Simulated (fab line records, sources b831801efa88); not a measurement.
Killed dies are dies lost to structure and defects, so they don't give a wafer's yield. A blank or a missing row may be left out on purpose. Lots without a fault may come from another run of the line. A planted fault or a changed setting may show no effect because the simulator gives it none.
fab line records | flow sky130
record lots=6 wafers=18 last_day=49
route steps=708 shown DNWELL@41 PWDE@45 NWELL@56 PAD_OPEN@708
lots that met no fault: from a run of the same line without faults
start_h: hours from the record's first day to the start of the lot's first wafer shown | wait_h: hours since the lot's step before | " the same as in the row above | L1.1+2: a row that stands for several wafers | - no value, or no start given | * or withheld: withheld | < > ~ a bound
route shown NAME@n: a module of which the file shows steps, and the number in the route of the first | usual: mean/standard deviation of fault-free wafers | same: alike in all rows | chamber/n: place in a boat | sites: the reading at each site | _std_site: their standard deviation | _edge_site: outer sites' mean less inner sites' | radius_mm: how far each site lies from the wafer's centre | mask NAME#n: copy n | behind: the tool/chamber that last shaped the wafer | hold: why the lot was held/for how many hours/how that ended | device: the transistor (n, p or np) that didn't switch | end of line: the same wafers' tests at the end of the route | a step without rows: its recipe alone | killed: dies lost to structure and defects at the first sort, not the wafer's yield | map: a wafer's dies, x killed, . not, _ none there
set.NAME: the setting as run; set.NAME@STEP: as run at that earlier step | model.NAME: the simulator's own value behind a step, which no gauge read
lots at some steps of the route; a table a step, a row a wafer
services: from which hour (start_h, from the record's first day; less than 0 if before it) a tool's chamber was out of use, for how many hours, and why
## steps
# step SKY_DNWELL_DEVELOP_06
# recipe wall_angle_deg=90 developer=TMAH develop_time_s=60 dev_temp_c=23
# step SKY_DNWELL_IMPLANT_07
# recipe species=P energy_kev=withheld dose_cm2=withheld tilt_deg=withheld
# step SKY_DNWELL_STRIP_08
# recipe chemistry=O2/N2 power_w=1400 pressure_mtorr=1500 platen_temp_c=withheld o2_flow_sccm=3000 n2_flow_sccm=300 overash_fraction=0.5
# usual drypump_motor_current_A=5.5/0.59 oes_product_au=0.723/0.0048 strip_time_to_endpoint_s=36.92/0.12
# columns lot.wafer tool chamber start_h wait_h drypump_motor_current_A oes_product_au rf_hours_counter_h strip_time_to_endpoint_s
L256.1 plasma_asher-02 0 62.16 0.1 5.9 0.722 37 36.95
L256.3 " 0 " " 5.8 0.723 - 36.92
L256.5 " 0 " " 5.9 0.727 - 36.94
L263.1 plasma_asher-04 1 96.56 0.1 4.8 0.725 29 37.08
L263.2 " 0 " " 6.2 0.728 29 36.99
L263.6 " 1 " " 4.8 0.715 - 37.04
L267.2 plasma_asher-04 1 116.16 0.1 4.8 0.733 31 37.03
L267.3 " 0 " " 6.2 0.718 - 37.13
L267.4 " 1 " " 4.8 0.718 - 36.98
L273.2 plasma_asher-02 1 152.41 0.1 5.0 0.719 46 36.83
L273.3 " 0 " " 5.9 0.718 - 36.81
L273.6 " 1 " " 5.0 0.717 - 36.74
L274.2 plasma_asher-03 0 154.26 0.1 4.9 0.730 48 37.04
L274.4 " 0 " " 4.9 0.721 - 36.89
L274.5 " 1 " " 5.7 0.718 - 36.93
L275.1 plasma_asher-04 1 158.13 0.1 4.8 0.719 35 36.76
L275.4 " 1 " " 4.8 0.725 - 36.89
L275.6 " 0 " " 6.2 0.715 - 36.83
# step SKY_DNWELL_TW_MEAS_09
# usual DNWELL_TW=1118/6.7
# columns lot.wafer tool chamber start_h wait_h DNWELL_TW
L256.1 film_metro-04 - 62.26 0.1 1125
L256.3 " - " " 1124
L256.5 " - " " 1124
L263.1 film_metro-02 - 96.66 0.1 1108
L263.2 " - " " 1099
L263.6 " - " " 1106
L267.2 film_metro-04 - 116.27 0.1 1125
L267.3 " - " " 1119
L267.4 " - " " 1121
L273.2 film_metro-04 - 152.52 0.1 1116
L273.3 " - " " 1111
L273.6 " - " " 1117
L274.2 film_metro-02 - 154.37 0.1 1110
L274.4 " - " " 1105
L274.5 " - " " 1108
L275.1 film_metro-01 - 158.23 0.1 1130
L275.4 " - " " 1131
L275.6 " - " " 1127
# step SKY_PWDE_DEHYDRATE_00
# recipe temp_c=200 time_s=60
# step SKY_PWDE_HMDS_01
# recipe prime_time_s=60 prime_temp_c=120
# step SKY_PWDE_COAT_02
# recipe spin_rpm=2000 resist_thk_nm=3000
# step SKY_PWDE_SOFTBAKE_03
# recipe temp_c=110 time_s=withheld
# step SKY_PWDE_EXPOSE_04
# recipe mask_id=PWDEM na=0.6 source_shape=conventional sigma_outer=0.6 polarization=unpolarized target_cd_nm=840 dose_mj=214
# step SKY_PWDE_PEB_05
# recipe temp_c=115 time_s=withheld
# step SKY_PWDE_DEVELOP_06
# recipe wall_angle_deg=90 developer=TMAH develop_time_s=60 dev_temp_c=23
# step SKY_PWDE_OVL_MEAS_07
# usual PWDE_OVL=-1.0/1.3
# columns lot.wafer tool chamber start_h wait_h PWDE_OVL[nm]
L256.1 overlay-02 - 77.77 - -1.6
L256.3 " - " " -1.8
L256.5 " - " " -2.3
L263.1 overlay-01 - 113.98 - -0.4
L263.2 " - " " -1.6
L263.6 " - " " -2.1
L267.2 overlay-02 - 134.44 - 0.3
L267.3 " - " " 0.0
L267.4 " - " " 2.3
L273.2 overlay-02 - 172.54 - -0.3
L273.3 " - " " -0.1
L273.6 " - " " 0.7
L274.2 overlay-01 - 174.46 - -1.1
L274.4 " - " " -2.3
L274.5 " - " " -1.6
L275.1 overlay-02 - 177.76 - -0.7
L275.4 " - " " -2.0
L275.6 " - " " -2.0
# step SKY_PWDE_IMPLANT_08
# recipe species=B energy_kev=150 dose_cm2=3.6e+12 tilt_deg=withheld
# usual dose_ions_cm2=3.601e+12/3.7e+09 faraday_current_uA=20.4/0.42
# columns lot.wafer tool chamber start_h wait_h dose_ions_cm2 faraday_current_uA
L256.1 implanter-02 0 77.80 0.0 3.597e+12 20.5
L256.3 " 0 " " 3.597e+12 20.7
L256.5 " 0 " " 3.595e+12 21.3
L263.1 implanter-01 0 114.02 0.0 3.607e+12 20.6
L263.2 " 0 " " 3.604e+12 20.2
L263.6 " 0 " " 3.602e+12 20.3
L267.2 implanter-01 0 134.49 0.0 3.61e+12 21.0
L267.3 " 0 " " 3.604e+12 20.3
L267.4 " 0 " " 3.607e+12 21.0
L273.2 implanter-02 0 172.59 0.0 3.597e+12 19.7
L273.3 " 0 " " 3.597e+12 19.8
L273.6 " 0 " " 3.6e+12 20.4
L274.2 implanter-01 0 174.69 0.2 3.949e+12 22.3
L274.4 " 0 " " 3.938e+12 21.5
L274.5 " 0 " " 3.944e+12 22.0
L275.1 implanter-01 0 177.79 0.0 3.946e+12 22.1
L275.4 " 0 " " 3.942e+12 22.0
L275.6 " 0 " " 3.947e+12 22.6
# step SKY_PWDE_STRIP_09
# recipe chemistry=O2/N2 power_w=1400 pressure_mtorr=1500 platen_temp_c=withheld o2_flow_sccm=3000 n2_flow_sccm=300 overash_fraction=0.5
# usual drypump_motor_current_A=5.6/0.42 oes_product_au=0.722/0.0047 strip_time_to_endpoint_s=36.93/0.11
# columns lot.wafer tool chamber start_h wait_h drypump_motor_current_A oes_product_au rf_hours_counter_h strip_time_to_endpoint_s
L256.1 plasma_asher-02 0 77.95 0.1 5.9 0.716 39 37.00
L256.3 " 0 " " 5.8 0.725 - 37.04
L256.5 " 0 " " 5.9 0.734 - 37.10
L263.1 plasma_asher-04 1 114.17 0.1 4.8 0.712 31 36.59
L263.2 " 0 " " 6.2 0.724 31 36.60
L263.6 " 0 " " 6.2 0.716 - 36.53
L267.2 plasma_asher-01 0 134.62 0.1 5.7 0.719 2 36.97
L267.3 " 1 " " 5.6 0.717 - 36.97
L267.4 " 0 " " 5.7 0.718 - 36.85
L273.2 plasma_asher-01 1 172.72 0.1 5.6 0.728 5 36.91
L273.3 " 1 " " 5.6 0.719 - 37.01
L273.6 " 0 " " 5.7 0.720 - 36.89
L274.2 plasma_asher-01 1 174.82 0.1 5.6 0.711 6 36.95
L274.4 " 1 " " 5.6 0.722 - 37.04
L274.5 " 0 " " 5.7 0.724 - 36.97
L275.1 plasma_asher-02 1 177.94 0.1 5.0 0.720 49 37.00
L275.4 " 1 " " 5.0 0.724 - 37.00
L275.6 " 0 " " 5.9 0.714 - 36.93
# step SKY_PWDE_TW_MEAS_10
# usual PWDE_TW=376.4/1.9
# columns lot.wafer tool chamber start_h wait_h PWDE_TW
L256.1 film_metro-01 - 78.05 0.1 373.6
L256.3 " - " " 375.2
L256.5 " - " " 375.5
L263.1 film_metro-01 - 114.27 0.1 377.4
L263.2 " - " " 376.7
L263.6 " - " " 377.1
L267.2 film_metro-01 - 134.73 0.1 379.0
L267.3 " - " " 377.5
L267.4 " - " " 378.2
L273.2 film_metro-04 - 172.83 0.1 377.0
L273.3 " - " " 376.4
L273.6 " - " " 376.9
L274.2 film_metro-02 - 174.93 0.1 385.3
L274.4 " - " " 384.2
L274.5 " - " " 387.0
L275.1 film_metro-04 - 178.04 0.1 387.8
L275.4 " - " " 384.0
L275.6 " - " " 388.0
# step SKY_NWELL_DEHYDRATE_03
# recipe temp_c=200 time_s=60
# step SKY_NWELL_HMDS_04
# recipe prime_time_s=60 prime_temp_c=120
# step SKY_NWELL_COAT_05
# recipe spin_rpm=2000 resist_thk_nm=3000
# step SKY_NWELL_SOFTBAKE_06
# recipe temp_c=110 time_s=withheld
# step SKY_NWELL_EXPOSE_07
# recipe mask_id=NWM na=0.6 source_shape=conventional sigma_outer=0.6 polarization=unpolarized target_cd_nm=840 dose_mj=255
# step SKY_NWELL_PEB_08
# recipe temp_c=115 time_s=withheld
# step SKY_NWELL_DEVELOP_09
# recipe wall_angle_deg=90 developer=TMAH develop_time_s=60 dev_temp_c=23
# step SKY_NWELL_OVL_MEAS_10
# usual NWELL_00_OVL=-0.1/1.5
# columns lot.wafer tool chamber start_h wait_h NWELL_00_OVL[nm]
L256.1 overlay-02 - 93.83 - 0.7
L256.3 " - " " 0.9
L256.5 " - " " -0.6
L263.1 overlay-02 - 132.16 - -0.3
L263.2 " - " " 0.6
L263.6 " - " " 1.5
L267.2 overlay-02 - 154.71 - 0.4
L267.3 " - " " -0.3
L267.4 " - " " -0.7
L273.2 overlay-02 - 193.76 - -3.4
L273.3 " - " " -2.0
L273.6 " - " " -0.1
L274.2 overlay-01 - 196.46 - 2.1
L274.4 " - " " 1.4
L274.5 " - " " -0.1
L275.1 overlay-02 - 199.06 - -1.4
L275.4 " - " " 0.7
L275.6 " - " " 1.0
# step SKY_NWELL_IMPLANT_11
# recipe species=P energy_kev=400 dose_cm2=1.9e+13 tilt_deg=withheld
# step SKY_NWELL_IMPLANT_12
# recipe species=P energy_kev=120 dose_cm2=1.3e+12 tilt_deg=withheld
# step SKY_NWELL_IMPLANT_13
# recipe species=P energy_kev=50 dose_cm2=7e+11 tilt_deg=withheld
# step SKY_NWELL_STRIP_14
# recipe chemistry=O2/N2 power_w=1400 pressure_mtorr=1500 platen_temp_c=withheld o2_flow_sccm=3000 n2_flow_sccm=300 overash_fraction=0.5
# usual drypump_motor_current_A=5.5/0.37 oes_product_au=0.722/0.0048 strip_time_to_endpoint_s=36.95/0.11
# columns lot.wafer tool chamber start_h wait_h drypump_motor_current_A oes_product_au rf_hours_counter_h strip_time_to_endpoint_s
L256.1 plasma_asher-01 1 94.32 0.1 5.6 0.735 38 37.02
L256.3 " 0 " " 5.7 0.720 - 36.98
L256.5 " 0 " " 5.7 0.728 - 36.93
L263.1 plasma_asher-03 1 132.64 0.1 5.7 0.716 46 36.82
L263.2 " 0 " " 4.9 0.718 46 36.78
L263.6 " 0 " " 4.9 0.716 - 36.80
L267.2 plasma_asher-01 0 155.19 0.1 5.7 0.720 4 36.96
L267.3 " 1 " " 5.6 0.724 - 37.01
L267.4 " 0 " " 5.7 0.722 - 37.11
L273.2 plasma_asher-02 0 194.24 0.1 5.9 0.727 50 37.02
L273.3 " 1 " " 5.0 0.718 - 36.95
L273.6 " 1 " " 5.0 0.726 - 37.14
L274.2 plasma_asher-02 0 196.94 0.1 5.9 0.721 51 37.07
L274.4 " 0 " " 5.9 0.726 - 37.02
L274.5 " 0 " " 5.9 0.727 - 37.03
L275.1 plasma_asher-01 1 199.54 0.1 5.6 0.725 8 36.90
L275.4 " 0 " " 5.7 0.729 - 37.07
L275.6 " 1 " " 5.6 0.731 - 36.98
# step SKY_NWELL_TW_MEAS_15
# usual NWELL_TW=1832/9.3
# columns lot.wafer tool chamber start_h wait_h NWELL_TW
L256.1 film_metro-01 - 94.42 0.1 1834
L256.3 " - " " 1826
L256.5 " - " " 1839
L263.1 film_metro-01 - 132.74 0.1 1838
L263.2 " - " " 1825
L263.6 " - " " 1836
L267.2 film_metro-01 - 155.30 0.1 1833
L267.3 " - " " 1839
L267.4 " - " " 1837
L273.2 film_metro-02 - 194.35 0.1 1824
L273.3 " - " " 1835
L273.6 " - " " 1849
L274.2 film_metro-02 - 197.05 0.1 1833
L274.4 " - " " 1841
L274.5 " - " " 1837
L275.1 film_metro-04 - 199.64 0.1 1845
L275.4 " - " " 1831
L275.6 " - " " 1834
# step SKY_NWELL_DEHYDRATE_16
# recipe temp_c=200 time_s=60
# step SKY_NWELL_HMDS_17
# recipe prime_time_s=60 prime_temp_c=120
# step SKY_NWELL_COAT_18
# recipe spin_rpm=2000 resist_thk_nm=3000
# step SKY_NWELL_SOFTBAKE_19
# recipe temp_c=110 time_s=withheld
# step SKY_NWELL_EXPOSE_20
# recipe mask_id=NWM_COMPLEMENT na=0.6 source_shape=conventional sigma_outer=0.6 polarization=unpolarized target_cd_nm=840 dose_mj=260
# step SKY_NWELL_PEB_21
# recipe temp_c=115 time_s=withheld
# step SKY_NWELL_DEVELOP_22
# recipe wall_angle_deg=90 developer=TMAH develop_time_s=60 dev_temp_c=23
# step SKY_NWELL_OVL_MEAS_23
# usual NWELL_01_OVL=0.2/1.6
# columns lot.wafer tool chamber start_h wait_h NWELL_01_OVL[nm]
L256.1 overlay-02 - 111.26 - 1.5
L256.3 " - " " 0.4
L256.5 " - " " 0.0
L263.1 overlay-01 - 151.91 - -2.0
L263.2 " - " " -2.0
L263.6 " - " " -2.0
L267.2 overlay-01 - 174.81 - 0.8
L267.3 " - " " -0.2
L267.4 " - " " 0.1
L273.2 overlay-02 - 216.06 - 0.8
L273.3 " - " " 2.2
L273.6 " - " " 1.5
L274.2 overlay-02 - 218.41 - -0.3
L274.4 " - " " 1.6
L274.5 " - " " 1.7
L275.1 overlay-02 - 221.51 - 1.4
L275.4 " - " " -0.8
L275.6 " - " " 1.1
# step SKY_NWELL_IMPLANT_24
# recipe species=B energy_kev=140 dose_cm2=9.2e+12 tilt_deg=withheld
# step SKY_NWELL_STRIP_25
# recipe chemistry=O2/N2 power_w=1400 pressure_mtorr=1500 platen_temp_c=withheld o2_flow_sccm=3000 n2_flow_sccm=300 overash_fraction=0.5
# usual drypump_motor_current_A=5.4/0.38 oes_product_au=0.722/0.0047 strip_time_to_endpoint_s=36.97/0.096
# columns lot.wafer tool chamber start_h wait_h drypump_motor_current_A oes_product_au rf_hours_counter_h strip_time_to_endpoint_s
L256.1 plasma_asher-03 1 111.44 0.1 5.7 0.731 44 36.83
L256.3 " 1 " " 5.7 0.719 - 36.93
L256.5 " 0 " " 4.9 0.728 - 36.91
L263.1 plasma_asher-03 0 152.09 0.1 4.9 0.723 48 36.87
L263.2 " 1 " " 5.7 0.720 48 36.91
L263.6 " 1 " " 5.7 0.728 - 36.96
L267.2 plasma_asher-03 1 175.07 0.1 5.6 0.723 50 36.91
L267.3 " 1 " " 5.7 0.713 - 36.84
L267.4 " 0 " " 4.9 0.723 - 36.91
L273.2 plasma_asher-02 1 216.24 0.1 5.0 0.718 53 37.00
L273.3 " 0 " " 5.9 0.723 - 37.11
L273.6 " 1 " " 5.0 0.723 - 36.98
L274.2 plasma_asher-01 0 218.59 0.1 5.7 0.724 10 36.88
L274.4 " 0 " " 5.7 0.723 - 36.78
L274.5 " 1 " " 5.6 0.729 - 36.87
L275.1 plasma_asher-02 0 221.69 0.1 5.9 0.713 53 36.87
L275.4 " 1 " " 5.0 0.725 - 37.02
L275.6 " 1 " " 5.0 0.732 - 36.80
# step SKY_NWELL_TW_MEAS_26
# usual NWELL_2_TW=499.8/2.7
# columns lot.wafer tool chamber start_h wait_h NWELL_2_TW
L256.1 film_metro-02 - 111.54 0.1 496.1
L256.3 " - " " 495.0
L256.5 " - " " 492.6
L263.1 film_metro-02 - 152.19 0.1 496.1
L263.2 " - " " 501.1
L263.6 " - " " 495.4
L267.2 film_metro-01 - 175.18 0.1 501.5
L267.3 " - " " 499.0
L267.4 " - " " 498.2
L273.2 film_metro-04 - 216.35 0.1 504.0
L273.3 " - " " 499.3
L273.6 " - " " 500.0
L274.2 film_metro-02 - 218.70 0.1 498.1
L274.4 " - " " 498.7
L274.5 " - " " 498.4
L275.1 film_metro-04 - 221.79 0.1 499.8
L275.4 " - " " 500.7
L275.6 " - " " 501.5
# step SKY_NWELL_CLEAN_27
# recipe chemistry=SC1/SC2 mix=1:4:20 temp_c=70 time_s=150 dry=n2_spin
# step SKY_NWELL_RTA_28
# recipe temp_c=1050 time_s=30 idle_temp_c=650 ramp_up_c_per_s=150 ramp_down_c_per_s=90 ambient=N2
# usual chamber_o2_ppm=2.001/0.021 lamp_power_pct=25.31/0.052 wafer_temp_C_max=1054.8/0.94
# columns lot.wafer tool chamber start_h wait_h chamber_o2_ppm lamp_power_pct wafer_temp_C_max
L256.1 rtp_anneal-02 0 111.70 0.0 1.991 25.31 1054.7
L256.3 " 0 " " 1.998 25.21 1054.6
L256.5 " 0 " " 2.010 25.28 1054.5
L263.1 rtp_anneal-01 0 152.30 0.0 1.978 25.35 1054.3
L263.2 " 0 " " 1.988 25.38 1053.6
L263.6 " 0 " " 2.017 25.36 1054.9
L267.2 rtp_anneal-02 0 175.30 0.0 2.020 25.25 1053.7
L267.3 " 0 " " 2.004 25.25 1053.5
L267.4 " 0 " " 1.976 25.30 1053.9
L273.2 rtp_anneal-02 0 216.48 0.0 1.980 25.33 1054.9
L273.3 " 0 " " 2.003 25.27 1055.9
L273.6 " 0 " " 2.028 25.26 1055.6
L274.2 rtp_anneal-01 0 218.82 0.0 2.007 25.27 1054.0
L274.4 " 0 " " 2.025 25.34 1057.4
L274.5 " 0 " " 1.958 25.26 1054.5
L275.1 rtp_anneal-02 0 221.91 0.0 2.015 25.22 1054.7
L275.4 " 0 " " 2.006 25.25 1054.2
L275.6 " 0 " " 1.995 25.37 1057.5
# step SKY_NWELL_RS_MEAS_29
# recipe thk_meas_gauge=four-point-probe
# usual NWELL_RS=625.5/1.7
# columns lot.wafer tool chamber start_h wait_h NWELL_RS[ohm/sq]
L256.1 film_metro-02 - 111.80 0.1 623.6
L256.3 " - " " 623.4
L256.5 " - " " 625.2
L263.1 film_metro-01 - 152.40 0.1 626.1
L263.2 " - " " 625.3
L263.6 " - " " 625.5
L267.2 film_metro-04 - 175.40 0.1 622.5
L267.3 " - " " 624.3
L267.4 " - " " 622.6
L273.2 film_metro-04 - 216.58 0.1 627.1
L273.3 " - " " 626.1
L273.6 " - " " 626.6
L274.2 film_metro-01 - 218.92 0.1 625.0
L274.4 " - " " 623.5
L274.5 " - " " 624.2
L275.1 film_metro-02 - 222.01 0.1 625.2
L275.4 " - " " 625.4
L275.6 " - " " 623.4
# step SKY_NWELL_RS_MEAS_31
# recipe thk_meas_gauge=four-point-probe
# usual PWDE_RS=5275/22
# columns lot.wafer tool chamber start_h wait_h PWDE_RS[ohm/sq]
L256.1 film_metro-02 - 112.04 0.1 5296
L256.3 " - " " 5298
L256.5 " - " " 5308
L263.1 film_metro-01 - 152.64 0.1 5310
L263.2 " - " " 5306
L263.6 " - " " 5294
L267.2 film_metro-04 - 175.64 0.1 5249
L267.3 " - " " 5269
L267.4 " - " " 5273
L273.2 film_metro-04 - 216.82 0.1 5285
L273.3 " - " " 5280
L273.6 " - " " 5282
L274.2 film_metro-01 - 219.16 0.1 4891
L274.4 " - " " 4906
L274.5 " - " " 4898
L275.1 film_metro-02 - 222.25 0.1 4890
L275.4 " - " " 4887
L275.6 " - " " 4896
# step SKY_PAD_OPEN_PROBE_99
# usual killed_at_M0_to_M3=43/7.2 killed_at_M4_up=3.0/2 killed_at_contacts=24/5.5 killed_at_front_end=15/4.2 killed_at_other=0.3/0.51 killed_dies=85/10 killed_open=46/7.3 killed_short=38/6.4
# same gross_dies=492 killed_at_back_side=0
# columns lot.wafer tool chamber start_h wait_h killed_at_M0_to_M3 killed_at_M4_up killed_at_contacts killed_at_front_end killed_at_other killed_dies killed_open killed_short model.etest.res_p_drift_20v.line_ohm_um model.etest.res_p_drift_20v.rs_ohm_sq model.etest.res_pwde_under_gate.rs_ohm_sq
L256.1 prober-01 - 1090.68 0.1 48 2 27 8 0 85 47 38 1.191e+04 9676 6221
L256.3 prober-01 - 1090.78 0.2 44 1 26 12 0 83 59 24 1.2e+04 9755 6220
L256.5 prober-01 - 1090.88 0.2 41 2 22 4 1 70 44 26 1.153e+04 9450 6241
L263.1 prober-01 - 1129.71 0.1 47 2 28 16 1 94 53 41 1.222e+04 1.015e+04 6175
L263.2 prober-01 - 1129.76 0.1 48 7 25 10 0 90 50 40 1.168e+04 9858 6195
L263.6 prober-01 - 1129.96 0.2 47 0 29 11 1 88 46 42 1.156e+04 9886 6166
L267.2 prober-01 - 1152.69 0.1 37 5 19 15 0 76 31 45 1.132e+04 9357 6234
L267.3 prober-01 - 1152.74 0.2 38 4 23 10 0 75 42 33 1.102e+04 9174 6279
L267.4 prober-01 - 1152.79 0.2 45 7 19 12 0 83 51 32 1.111e+04 9148 6300
L273.2 prober-01 - 1182.27 0.1 23 1 18 11 0 53 27 26 1.131e+04 9376 6136
L273.3 prober-01 - 1182.32 0.2 38 3 22 12 1 76 38 38 1.094e+04 9118 6178
L273.6 prober-01 - 1182.47 0.2 41 0 24 12 0 77 42 35 1.089e+04 9132 6182
L274.2 prober-02 - 1184.77 0.1 43 2 16 13 0 74 37 37 9680 7926 5635
L274.4 prober-02 - 1184.87 0.2 50 2 30 12 0 94 49 45 9492 7881 5602
L274.5 prober-02 - 1184.92 0.2 37 7 22 12 0 78 38 40 1.008e+04 8341 5653
L275.1 prober-01 - 1187.18 0.1 38 3 27 17 0 85 44 41 1.069e+04 9077 5680
L275.4 prober-01 - 1187.33 0.2 34 3 19 12 1 69 40 29 1.047e+04 9016 5698
L275.6 prober-01 - 1187.43 0.2 43 2 20 15 0 80 44 36 1.098e+04 9220 5657
# killed by level:class
L256.1 VIA1:geometric_particle:open=11 CONTACT:geometric_particle:open=10 LI_CONTACT:geometric_particle:open=7 VIA2:geometric_particle:open=6 METAL2:geometric_particle:short=6 VIA1:geometric_particle:short=5 VIA3:geometric_particle:short=5 VIA3:geometric_particle:open=5
L256.3 CONTACT:geometric_particle:open=13 VIA1:geometric_particle:open=10 VIA3:geometric_particle:open=9 LI_CONTACT:geometric_particle:open=8 VIA2:geometric_particle:open=5 VIA2:geometric_particle:short=5 FIELD_ISO:geometric_particle:open=4 POLY_GATE:geometric_particle:open=3
L256.5 CONTACT:geometric_particle:open=11 VIA1:geometric_particle:open=10 VIA1:geometric_particle:short=9 LI_CONTACT:geometric_particle:open=7 VIA2:geometric_particle:open=6 VIA3:geometric_particle:open=6 METAL2:geometric_particle:short=5 FIELD_ISO:geometric_particle:short=2
L263.1 VIA1:geometric_particle:open=14 LI_CONTACT:geometric_particle:open=10 CONTACT:geometric_particle:open=9 VIA2:geometric_particle:open=8 CONTACT:geometric_particle:short=6 FIELD_ISO:geometric_particle:short=5 VIA1:geometric_particle:short=5 METAL2:geometric_particle:short=5
L263.2 VIA1:geometric_particle:open=18 VIA1:geometric_particle:short=10 CONTACT:geometric_particle:open=7 METAL2:geometric_particle:short=7 LOCAL_INTERCONNECT:geometric_particle:short=6 LI_CONTACT:geometric_particle:open=6 VIA3:geometric_particle:open=4 METAL1:geometric_particle:short=4
L263.6 VIA1:geometric_particle:open=14 CONTACT:geometric_particle:open=12 LOCAL_INTERCONNECT:geometric_particle:short=7 METAL1:geometric_particle:short=7 LI_CONTACT:geometric_particle:open=5 SPACER:geometric_particle:short=4 LI_CONTACT:geometric_particle:short=4 VIA2:geometric_particle:open=4
L267.2 VIA1:geometric_particle:open=7 METAL2:geometric_particle:short=6 CONTACT:geometric_particle:short=6 LI_CONTACT:geometric_particle:open=5 POLY_GATE:geometric_particle:short=5 LOCAL_INTERCONNECT:geometric_particle:short=5 METAL3:geometric_particle:short=5 VIA2:geometric_particle:open=5
L267.3 CONTACT:geometric_particle:open=9 LI_CONTACT:geometric_particle:open=7 VIA1:geometric_particle:open=7 VIA1:geometric_particle:short=6 VIA2:geometric_particle:open=6 LOCAL_INTERCONNECT:geometric_particle:short=5 METAL2:geometric_particle:short=4 VIA3:geometric_particle:open=4
L267.4 VIA1:geometric_particle:open=13 CONTACT:geometric_particle:open=11 METAL2:geometric_particle:short=6 VIA1:geometric_particle:short=5 VIA2:geometric_particle:open=5 METAL1:geometric_particle:short=4 POLY_GATE:geometric_particle:open=4 LI_CONTACT:geometric_particle:open=4
L273.2 VIA1:geometric_particle:open=7 LI_CONTACT:geometric_particle:open=5 LI_CONTACT:geometric_particle:short=4 CONTACT:geometric_particle:open=4 VIA3:geometric_particle:open=4 POLY_GATE:geometric_particle:short=3 CONTACT:geometric_particle:short=3 METAL1:geometric_particle:short=3
L273.3 LI_CONTACT:geometric_particle:open=9 CONTACT:geometric_particle:open=7 FIELD_ISO:geometric_particle:short=6 VIA1:geometric_particle:open=6 METAL2:geometric_particle:short=6 VIA3:geometric_particle:open=5 METAL3:geometric_particle:short=4 VIA2:geometric_particle:open=3
L273.6 VIA1:geometric_particle:open=11 LI_CONTACT:geometric_particle:open=8 METAL1:geometric_particle:short=7 CONTACT:geometric_particle:open=6 CONTACT:geometric_particle:short=5 VIA2:geometric_particle:open=4 METAL3:geometric_particle:short=4 FIELD_ISO:geometric_particle:short=3
L274.2 VIA1:geometric_particle:open=10 VIA3:geometric_particle:open=8 LOCAL_INTERCONNECT:geometric_particle:short=5 METAL2:geometric_particle:short=5 FIELD_ISO:geometric_particle:open=4 CONTACT:geometric_particle:short=4 CONTACT:geometric_particle:open=4 VIA1:geometric_particle:short=4
L274.4 VIA1:geometric_particle:open=12 CONTACT:geometric_particle:open=9 VIA1:geometric_particle:short=9 VIA3:geometric_particle:open=9 LI_CONTACT:geometric_particle:open=8 METAL2:geometric_particle:short=7 POLY_GATE:geometric_particle:short=5 POLY_GATE:geometric_particle:open=5
L274.5 VIA1:geometric_particle:open=10 CONTACT:geometric_particle:open=9 VIA2:geometric_particle:open=7 CONTACT:geometric_particle:short=7 METAL1:geometric_particle:short=7 METAL4:geometric_particle:short=5 VIA1:geometric_particle:short=4 POLY_GATE:geometric_particle:open=4
L275.1 CONTACT:geometric_particle:open=11 VIA1:geometric_particle:open=9 VIA3:geometric_particle:open=7 POLY_GATE:geometric_particle:open=6 POLY_GATE:geometric_particle:short=5 CONTACT:geometric_particle:short=5 VIA3:geometric_particle:short=5 METAL2:geometric_particle:short=5
L275.4 VIA1:geometric_particle:open=7 VIA3:geometric_particle:open=7 METAL2:geometric_particle:short=6 LI_CONTACT:geometric_particle:open=5 LOCAL_INTERCONNECT:geometric_particle:short=5 CONTACT:geometric_particle:open=5 VIA2:geometric_particle:open=4 FIELD_ISO:geometric_particle:open=3
L275.6 VIA3:geometric_particle:open=8 CONTACT:geometric_particle:open=6 CONTACT:geometric_particle:short=6 METAL1:geometric_particle:short=6 METAL2:geometric_particle:short=6 VIA2:geometric_particle:open=6 POLY_GATE:geometric_particle:open=5 LI_CONTACT:geometric_particle:open=5
## services
# columns tool chamber start_h hours kind
rtp_anneal-01 - 38.41 3.9 pm
implanter-01 - 40.02 7.1 repair
plasma_asher-01 - 52.55 5.4 repair
implanter-02 - 52.59 9.7 repair
implanter-02 - 56.72 2.0 repair
plasma_asher-04 - 60.40 0.4 repair
plasma_asher-01 - 64.43 1.3 repair
plasma_asher-01 - 82.22 0.8 repair
plasma_asher-01 - 89.06 1.5 repair
implanter-01 - 99.53 6.0 repair
plasma_asher-01 - 100.36 2.8 pm
plasma_asher-01 - 108.75 9.0 pm
plasma_asher-01 0 108.75 9.0 vent_cycle
plasma_asher-01 1 108.75 9.0 vent_cycle
implanter-02 - 110.73 1.2 repair
plasma_asher-01 0 117.75 - clean
plasma_asher-01 1 117.75 - clean
implanter-01 - 137.57 5.0 repair
implanter-02 - 169.11 2.8 repair
plasma_asher-03 - 217.29 0.4 repair
plasma_asher-03 - 221.42 2.7 pm
## key
first_sign step=SKY_PWDE_IMPLANT_08 reading=dose_ions_cm2 direction=up sigmas=93 usual=* struck=*
effect step=SKY_PWDE_IMPLANT_08 reading=faraday_current_uA direction=up sigmas=4 usual=20.4 struck=22.1
effect step=SKY_PWDE_TW_MEAS_10 reading=PWDE_TW direction=up sigmas=5.1 usual=376.4 struck=386.0
effect step=SKY_NWELL_RS_MEAS_31 reading=PWDE_RS direction=down sigmas=18 usual=5275 struck=4895
model_effect step=SKY_PAD_OPEN_PROBE_99 value=etest.res_p_drift_20v.line_ohm_um without=1.11e+04 struck=1.023e+04
met_at SKY_PWDE_IMPLANT_08
struck_wafers L274.2,L274.4,L274.5,L275.1,L275.4,L275.6
tester_left_out L274,L275
onset_between 134.49 174.69
fault kind=process_parameter_drift tool=implanter-01 chamber=- onset_h=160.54 steps=SKY_PWDE_IMPLANT_08 channel=dose_cm2 offset=* shape=step end_h=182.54 acts_in=* stated=*
# tester_left_out: of these lots the tester's yield and bins aren't shown, on N5 and GAA mostly nor the transistor test; their killed dies are dies lost to structure and defects alone, not to doping, threshold or leakage, so they don't give the yield
